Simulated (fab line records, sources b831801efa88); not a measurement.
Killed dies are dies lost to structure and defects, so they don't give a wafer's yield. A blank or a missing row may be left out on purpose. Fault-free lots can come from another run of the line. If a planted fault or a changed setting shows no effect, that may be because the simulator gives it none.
fab line records + flow sky130
record:
- lots: 5
- wafers: 15
- lastDay: 50
route steps=708 shown GATE_OXIDE@188 PAD_OPEN@708
lots that met no fault: from a run of the same line without faults
startH: hours from the record's first day to the start of the lot's first wafer shown + waitH: hours elapsed since this lot's preceding step + " repeats the value in the row above + L1.1+2: several wafers, shown together as one row + - value missing, or start not given + * or withheld: withheld + < > ~ a bound
route shown NAME@n: names a module that has steps shown in the file, with the first one's number in the route + usual: the fault-free wafers' mean and standard deviation + same: alike in all rows + chamber/n: place in a boat + sites: per-site readings + _std_site: standard deviation across them + _edge_site: mean of outer sites minus mean of inner sites + radiusMm: for every site, how far away it sits from the centre of the wafer + mask NAME#n: copy n + behind: the last tool/chamber to shape the wafer + hold: what put the lot on hold/how long, in hours/how the hold closed + device: names the non-switching transistor (n, p or np) + end of line: the route-end tests of the same wafers + a step without rows: its recipe alone + killed: not the wafer's yield, but the dies lost to structure and defects at the first sort + map: per-die view of a wafer (x killed, . not killed, _ where there is no die)
set.NAME: the run value of the setting; set.NAME@STEP: its run value at that earlier step + model.NAME: the simulator's own value behind a step, which no gauge read
lots at selected steps of the route; one table per step, one row per wafer
services: a tool's chamber out of use, with start hour (startH, from the record's first day; less than 0 if before it), hours out, and reason
== steps ==
step: SKY_GATE_OXIDE_OXIDATION_01
recipe:
- tempC: 900
- ambient: O2
- stabiliseS: 600
- purgeS: 300
- targetThkA: 102.68
- oxTimeS: 1473
step: SKY_GATE_OXIDE_THK_MEAS_02
recipe:
- reads: SiO2_of_GATE_OXIDE_OXIDATION_01
usual:
- GATE_OXIDE_OXIDATION_00_THK: 10.22/0.21
| lot.wafer | tool         | chamber | startH | waitH | GATE_OXIDE_OXIDATION_00_THK[nm] |
|-----------|--------------|---------|--------|-------|---------------------------------|
| L486.1    | filmMetro-01 | -       | 325.69 | 0.0   | 10.58                           |
| L486.3    | "            | -       | "      | "     | 10.31                           |
| L486.5    | "            | -       | "      | "     | 10.77                           |
| L494.3    | filmMetro-01 | -       | 393.88 | 0.0   | 10.21                           |
| L494.5    | "            | -       | "      | "     | 10.07                           |
| L494.6    | "            | -       | "      | "     | 10.25                           |
| L495.3    | filmMetro-03 | -       | 403.61 | 0.0   | 9.94                            |
| L495.4    | "            | -       | "      | "     | 9.95                            |
| L495.5    | "            | -       | "      | "     | 10.04                           |
| L496.2    | filmMetro-01 | -       | 405.01 | 0.0   | 10.02                           |
| L496.3    | "            | -       | "      | "     | 9.91                            |
| L496.5    | "            | -       | "      | "     | 9.96                            |
| L504.1    | filmMetro-01 | -       | 473.73 | 0.0   | 9.83                            |
| L504.4    | "            | -       | "      | "     | 9.86                            |
| L504.6    | "            | -       | "      | "     | 9.78                            |
step: SKY_GATE_OXIDE_DEHYDRATE_03
recipe:
- tempC: 200
- timeS: 60
step: SKY_GATE_OXIDE_HMDS_04
recipe:
- primeTimeS: 60
- primeTempC: 120
step: SKY_GATE_OXIDE_COAT_05
recipe:
- resist: NOVOLAK
- spinRpm: 3000
- resistThkNm: 1140
step: SKY_GATE_OXIDE_SOFTBAKE_06
recipe:
- tempC: 90
- timeS: 60
- resist: NOVOLAK
step: SKY_GATE_OXIDE_EXPOSE_07
recipe:
- maskId: LVOM
- na: 0.6
- sourceShape: conventional
- sigmaOuter: 0.6
- polarization: unpolarized
- targetCdNm: 600
- doseMj: 170
step: SKY_GATE_OXIDE_PEB_08
recipe:
- tempC: withheld
- timeS: *
- resist: NOVOLAK
step: SKY_GATE_OXIDE_DEVELOP_09
recipe:
- resist: NOVOLAK
- developer: TMAH
- developTimeS: 60
- devTempC: 23
step: SKY_GATE_OXIDE_OVL_MEAS_10
usual:
- GATE_OXIDE_OVL: -0.1/1.5
| lot.wafer | tool       | chamber | startH | waitH | GATE_OXIDE_OVL[nm] |
|-----------|------------|---------|--------|-------|--------------------|
| L486.1    | overlay-02 | -       | 352.69 | 0.1   | -1.8               |
| L486.3    | "          | -       | "      | "     | -2.7               |
| L486.5    | "          | -       | "      | "     | -0.6               |
| L494.3    | overlay-01 | -       | 423.40 | 0.1   | 0.3                |
| L494.5    | "          | -       | "      | "     | 0.0                |
| L494.6    | "          | -       | "      | "     | 1.3                |
| L495.3    | overlay-01 | -       | 433.69 | 0.1   | -1.0               |
| L495.4    | "          | -       | "      | "     | -0.2               |
| L495.5    | "          | -       | "      | "     | 0.4                |
| L496.2    | overlay-01 | -       | 435.50 | 0.1   | -2.8               |
| L496.3    | "          | -       | "      | "     | -1.5               |
| L496.5    | "          | -       | "      | "     | -1.1               |
| L504.1    | overlay-01 | -       | 504.05 | 0.1   | 0.2                |
| L504.4    | "          | -       | "      | "     | 1.0                |
| L504.6    | "          | -       | "      | "     | 0.1                |
step: SKY_GATE_OXIDE_IMPLANT_11
recipe:
- species: B
- energyKev: 10
- doseCm2: 2.629e+12
- tiltDeg: withheld
step: SKY_GATE_OXIDE_WET_ETCH_12
recipe:
- chemistry: dHF
- targetDepthNm: 16.8
- dry: n2Spin
- target: SiO2
- dilution: 100:1
- tempC: 25
- timeS: 336
step: SKY_GATE_OXIDE_STRIP_13
recipe:
- chemistry: O2/N2
- powerW: 1400
- pressureMtorr: 1500
- platenTempC: withheld
- o2FlowSccm: 3000
- n2FlowSccm: 300
- overashFraction: 0.5
usual:
- chamberPressureMTorr: 1500.1/1.5
- drypumpMotorCurrentA: 5.89/0.27
- n2FlowSccm: 300.1/0.94
- oesProductAu: 0.716/0.0044
- stripTimeToEndpointS: 14.19/0.04
| lot.wafer | tool           | chamber | startH | waitH | chamberPressureMTorr | drypumpMotorCurrentA | n2FlowSccm | oesProductAu | rfHoursCounterH | stripTimeToEndpointS | model.NOVOLAK_of_GATE_OXIDE_COAT_05.thkNm |
|-----------|----------------|---------|--------|-------|----------------------|----------------------|------------|--------------|-----------------|----------------------|-------------------------------------------|
| L486.1    | plasmaAsher-01 | 1       | 352.99 | 0.0   | 1499.7               | 5.89                 | 300.0      | 0.716        | 68              | 14.18                | 0                                         |
| L486.3    | "              | 1       | "      | "     | 1501.1               | 5.88                 | 299.1      | 0.717        | -               | 14.18                | 0                                         |
| L486.5    | "              | 0       | "      | "     | 1501.3               | 6.24                 | 298.9      | 0.724        | -               | 14.14                | 0                                         |
| L494.3    | plasmaAsher-02 | 0       | 423.71 | 0.0   | 1500.6               | 5.98                 | 301.3      | 0.928        | -               | -                    | 341.6                                     |
| L494.5    | "              | 1       | "      | "     | 1497.8               | 5.73                 | 301.2      | 0.949        | -               | -                    | 341.7                                     |
| L494.6    | "              | 0       | "      | "     | 1501.7               | 6.00                 | 301.0      | 0.946        | -               | -                    | 341.5                                     |
| L495.3    | plasmaAsher-01 | 1       | 434.10 | 0.0   | 1500.5               | 5.87                 | 300.9      | 0.711        | -               | 14.19                | 0                                         |
| L495.4    | "              | 0       | "      | "     | 1502.6               | 6.24                 | 302.5      | 0.712        | -               | 14.13                | 0                                         |
| L495.5    | "              | 1       | "      | "     | 1501.5               | 5.91                 | 301.1      | 0.712        | -               | 14.18                | 0                                         |
| L496.2    | plasmaAsher-01 | 0       | 435.78 | 0.0   | 1497.8               | 6.23                 | 300.0      | 0.712        | 0               | 14.19                | 0                                         |
| L496.3    | "              | 1       | "      | "     | 1501.2               | 5.90                 | 297.7      | 0.716        | -               | 14.19                | 0                                         |
| L496.5    | "              | 1       | "      | "     | 1501.2               | 5.90                 | 298.2      | 0.722        | -               | 14.15                | 0                                         |
| L504.1    | plasmaAsher-02 | 1       | 504.34 | 0.0   | 1500.7               | 5.75                 | 299.2      | 0.712        | 72              | 14.19                | 0                                         |
| L504.4    | "              | 1       | "      | "     | 1499.4               | 5.75                 | 300.2      | 0.715        | -               | 14.22                | 0                                         |
| L504.6    | "              | 1       | "      | "     | 1498.7               | 5.73                 | 299.4      | 0.726        | -               | 14.21                | 0                                         |
step: SKY_GATE_OXIDE_TW_MEAS_14
usual:
- GATE_OXIDE_TW: 224.9/1.4
| lot.wafer | tool         | chamber | startH | waitH | GATE_OXIDE_TW |
|-----------|--------------|---------|--------|-------|---------------|
| L486.1    | filmMetro-03 | -       | 353.09 | 0.1   | 224.5         |
| L486.3    | "            | -       | "      | "     | 224.7         |
| L486.5    | "            | -       | "      | "     | 223.9         |
| L494.3    | filmMetro-02 | -       | 423.80 | 0.1   | 222.3         |
| L494.5    | "            | -       | "      | "     | 222.4         |
| L494.6    | "            | -       | "      | "     | 222.2         |
| L495.3    | filmMetro-03 | -       | 434.19 | 0.1   | 225.3         |
| L495.4    | "            | -       | "      | "     | 224.7         |
| L495.5    | "            | -       | "      | "     | 224.7         |
| L496.2    | filmMetro-03 | -       | 435.89 | 0.1   | 225.9         |
| L496.3    | "            | -       | "      | "     | 224.6         |
| L496.5    | "            | -       | "      | "     | 224.2         |
| L504.1    | filmMetro-01 | -       | 504.44 | 0.1   | 226.0         |
| L504.4    | "            | -       | "      | "     | 225.4         |
| L504.6    | "            | -       | "      | "     | 226.1         |
step: SKY_PAD_OPEN_PROBE_99
usual:
- killed_at_M0_to_M3: 43/6.6
- killed_at_M4_up: 2.9/1.8
- killedAtContacts: 25/5.3
- killedAtFrontEnd: 15/4.1
- killedAtOther: 0.3/0.6
- killedDies: 86/8.8
- killedOnRim: 17/3.5
- killedOpen: 47/6.7
- killedShort: 39/6.2
same:
- grossDies: 492
- killedAtBackSide: 0
| lot.wafer | tool      | chamber | startH  | waitH | killed_at_M0_to_M3 | killed_at_M4_up | killedAtContacts | killedAtFrontEnd | killedAtOther | killedDies | killedOnRim | killedOpen | killedShort |
|-----------|-----------|---------|---------|-------|--------------------|-----------------|------------------|------------------|---------------|------------|-------------|------------|-------------|
| L486.1    | prober-02 | -       | 1113.12 | 0.1   | 45                 | 1               | 26               | 14               | 0             | 86         | 13          | 43         | 43          |
| L486.3    | prober-02 | -       | 1113.22 | 0.2   | 42                 | 0               | 29               | 12               | 0             | 83         | 17          | 50         | 32          |
| L486.5    | prober-02 | -       | 1113.32 | 0.2   | 49                 | 5               | 14               | 19               | 1             | 88         | 18          | 42         | 46          |
| L494.3    | prober-01 | -       | 1154.56 | 0.2   | 50                 | 6               | 18               | 418              | 0             | 492        | 96          | 50         | 39          |
| L494.5    | prober-01 | -       | 1154.66 | 0.2   | 43                 | 3               | 25               | 421              | 0             | 492        | 96          | 49         | 39          |
| L494.6    | prober-01 | -       | 1154.71 | 0.2   | 37                 | 3               | 24               | 428              | 0             | 492        | 96          | 48         | 39          |
| L495.3    | prober-02 | -       | 1163.39 | 0.2   | 42                 | 4               | 23               | 19               | 0             | 88         | 15          | 41         | 47          |
| L495.4    | prober-02 | -       | 1163.44 | 0.2   | 39                 | 4               | 26               | 11               | 0             | 80         | 15          | 42         | 38          |
| L495.5    | prober-02 | -       | 1163.49 | 0.2   | 41                 | 5               | 26               | 13               | 0             | 85         | 19          | 53         | 31          |
| L496.2    | prober-01 | -       | 1169.21 | 0.1   | 37                 | 3               | 18               | 12               | 0             | 70         | 12          | 45         | 24          |
| L496.3    | prober-01 | -       | 1169.26 | 0.2   | 31                 | 1               | 27               | 12               | 1             | 72         | 15          | 30         | 41          |
| L496.5    | prober-01 | -       | 1169.36 | 0.2   | 32                 | 3               | 27               | 16               | 0             | 78         | 20          | 37         | 40          |
killed by level:class
L486.1 CONTACT:geometricParticle:open=10 VIA2:geometricParticle:open=8 VIA1:geometricParticle:open=7 VIA1:geometricParticle:short=6 CONTACT:geometricParticle:short=5 FIELD_ISO:geometricParticle:short=4 METAL1:geometricParticle:short=4 LOCAL_INTERCONNECT:geometricParticle:short=4
L486.3 CONTACT:geometricParticle:open=16 VIA1:geometricParticle:open=13 METAL1:geometricParticle:short=6 VIA1:geometricParticle:short=5 VIA3:geometricParticle:open=5 FIELD_ISO:geometricParticle:short=4 LI_CONTACT:geometricParticle:open=4 LOCAL_INTERCONNECT:geometricParticle:short=4
L486.5 VIA1:geometricParticle:open=11 METAL2:geometricParticle:short=6 VIA2:geometricParticle:open=6 FIELD_ISO:geometricParticle:short=5 METAL1:geometricParticle:short=5 METAL3:geometricParticle:short=5 VIA3:geometricParticle:open=5 METAL4:geometricParticle:short=5
L494.3 POLY_GATE:areaCvd=203 GATE_OXIDE:areaOxidation=200 VIA2:geometricParticle:open=9 METAL2:geometricParticle:short=7 VIA3:geometricParticle:short=7 FIELD_ISO:geometricParticle:open=6 CONTACT:geometricParticle:open=6 LI_CONTACT:geometricParticle:open=6
L494.5 POLY_GATE:areaCvd=217 GATE_OXIDE:areaOxidation=185 VIA1:geometricParticle:open=10 VIA2:geometricParticle:open=10 CONTACT:geometricParticle:open=9 FIELD_ISO:geometricParticle:open=7 METAL2:geometricParticle:short=6 METAL3:geometricParticle:short=6
L494.6 POLY_GATE:areaCvd=217 GATE_OXIDE:areaOxidation=188 CONTACT:geometricParticle:open=11 VIA1:geometricParticle:open=9 FIELD_ISO:geometricParticle:short=7 POLY_GATE:geometricParticle:short=6 METAL2:geometricParticle:short=6 VIA2:geometricParticle:open=5
L495.3 VIA1:geometricParticle:open=8 CONTACT:geometricParticle:short=8 POLY_GATE:geometricParticle:short=7 VIA3:geometricParticle:open=7 LOCAL_INTERCONNECT:geometricParticle:short=5 CONTACT:geometricParticle:open=5 VIA3:geometricParticle:short=5 FIELD_ISO:geometricParticle:short=4
L495.4 CONTACT:geometricParticle:open=12 POLY_GATE:geometricParticle:open=6 CONTACT:geometricParticle:short=6 VIA2:geometricParticle:open=6 VIA1:geometricParticle:open=6 METAL2:geometricParticle:short=6 VIA3:geometricParticle:open=6 METAL1:geometricParticle:short=5
L495.5 VIA1:geometricParticle:open=11 LI_CONTACT:geometricParticle:open=10 CONTACT:geometricParticle:open=8 METAL1:geometricParticle:short=5 VIA2:geometricParticle:open=5 FIELD_ISO:geometricParticle:open=4 CONTACT:geometricParticle:short=4 METAL2:geometricParticle:short=4
L496.2 VIA1:geometricParticle:open=11 CONTACT:geometricParticle:open=10 VIA3:geometricParticle:open=6 POLY_GATE:geometricParticle:open=5 VIA1:geometricParticle:short=4 VIA2:geometricParticle:open=4 FIELD_ISO:geometricParticle:open=3 LI_CONTACT:geometricParticle:open=3
L496.3 LOCAL_INTERCONNECT:geometricParticle:short=8 CONTACT:geometricParticle:open=6 CONTACT:geometricParticle:short=6 VIA1:geometricParticle:short=6 METAL2:geometricParticle:short=5 VIA1:geometricParticle:open=4 LI_CONTACT:geometricParticle:open=4 FIELD_ISO:geometricParticle:short=3
L496.5 LI_CONTACT:geometricParticle:open=8 LOCAL_INTERCONNECT:geometricParticle:short=6 CONTACT:geometricParticle:open=6 METAL2:geometricParticle:short=6 VIA2:geometricParticle:open=6 VIA1:geometricParticle:open=5 CONTACT:geometricParticle:short=4 METAL1:geometricParticle:short=4
map L494.3 (x killed, . not)
__________xxxxxxxxxx_________
________xxxxxxxxxxxxxx_______
______xxxxxxxxxxxxxxxxxx_____
_____xxxxxxxxxxxxxxxxxxxx____
____xxxxxxxxxxxxxxxxxxxxxx___
___xxxxxxxxxxxxxxxxxxxxxxxx__
__xxxxxxxxxxxxxxxxxxxxxxxxxx_
_xxxxxxxxxxxxxxxxxxxxxxxxxxxx
_xxxxxxxxxxxxxxxxxxxxxxxxxxxx
_xxxxxxxxxxxxxxxxxxxxxxxxxxxx
_xxxxxxxxxxxxxxxxxxxxxxxxxxxx
_xxxxxxxxxxxxxxxxxxxxxxxxxxxx
_xxxxxxxxxxxxxxxxxxxxxxxxxxxx
_xxxxxxxxxxxxxxxxxxxxxxxxxxxx
_xxxxxxxxxxxxxxxxxxxxxxxxxxxx
__xxxxxxxxxxxxxxxxxxxxxxxxxx_
___xxxxxxxxxxxxxxxxxxxxxxxx__
____xxxxxxxxxxxxxxxxxxxxxx___
_____xxxxxxxxxxxxxxxxxxxx____
______xxxxxxxxxxxxxxxxxx_____
________xxxxxxxxxxxxxx_______
__________xxxxxxxxxx_________
map L504.4 (x killed, . not)
__________x.....xxxx_________
________....x.x......._______
______.....x..x....x...._____
_____..xxxx.....x........____
____.x.....x.....x.x.....x___
___.x.x.......x..xx....xx.x__
__.x...............xx....x.x_
_x.x..x......x..x.x...x......
_.....x.xx..xxx..x.x......x.x
_.....x......x..x.......x...x
_x............x..x........x..
_......x...x.......x.........
_..x.xx.............x....x..x
_.....xx.............x..xx...
_xx..x...x......x...x.x......
__.xx..........x......x....._
___x.x..xx.....x...........__
____..x.........x..x......___
_____...x.x............x.____
______x..x.x.....x.....x_____
________...xx.x....x.._______
__________........xx_________
== services ==
| tool           | chamber | startH | hours | kind      |
|----------------|---------|--------|-------|-----------|
| plasmaAsher-01 | -       | 342.54 | 4.0   | pm        |
| plasmaAsher-02 | -       | 364.16 | 6.9   | repair    |
| plasmaAsher-01 | -       | 391.11 | 0.7   | repair    |
| plasmaAsher-02 | -       | 414.82 | 3.0   | repair    |
| plasmaAsher-01 | -       | 421.25 | 9.0   | pm        |
| plasmaAsher-01 | 0       | 421.25 | 9.0   | ventCycle |
| plasmaAsher-01 | 1       | 421.25 | 9.0   | ventCycle |
| plasmaAsher-01 | 0       | 430.25 | -     | clean     |
| plasmaAsher-01 | 1       | 430.25 | -     | clean     |
| plasmaAsher-01 | -       | 462.37 | 11.4  | repair    |
== key ==
firstSign:
- step: SKY_GATE_OXIDE_STRIP_13
- reading: oesProductAu
- direction: up
- sigmas: 52
- usual: 0.716
- struck: 0.941
effect:
- step: SKY_PAD_OPEN_PROBE_99
- reading: killedAtFrontEnd
- direction: up
- sigmas: 99+
- usual: 15
- struck: 422
modelEffect:
- step: SKY_GATE_OXIDE_STRIP_13
- value: NOVOLAK_of_GATE_OXIDE_COAT_05.thkNm
- without: 0
- struck: 341.6
moreKillsBornAt:
- SKY_POLY_GATE_CVD_00@lpcvd-01: 637
- SKY_GATE_OXIDE_OXIDATION_16@furnace-01: 573
metAt SKY_GATE_OXIDE_STRIP_13
struckWafers L494.3,L494.5,L494.6
laterRowsLeftOut L494.3,L494.5,L494.6
testerLeftOut L494
fault:
- kind: stripAborted
- tool: plasmaAsher-02
- chamber: -
- onsetH: 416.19
- steps: SKY_GATE_OXIDE_STRIP_13
- offset: 0.57702
- endH: 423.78
testerLeftOut: of these lots the tester's yield and bins aren't shown, on N5 and GAA mostly nor the transistor test; their killed dies are dies lost to structure and defects alone, not to doping, threshold or leakage, so they don't give the yield
laterRowsLeftOut: the simulator's readings of these wafers behind a module that went badly wrong aren't trusted and aren't shown, but for the sort
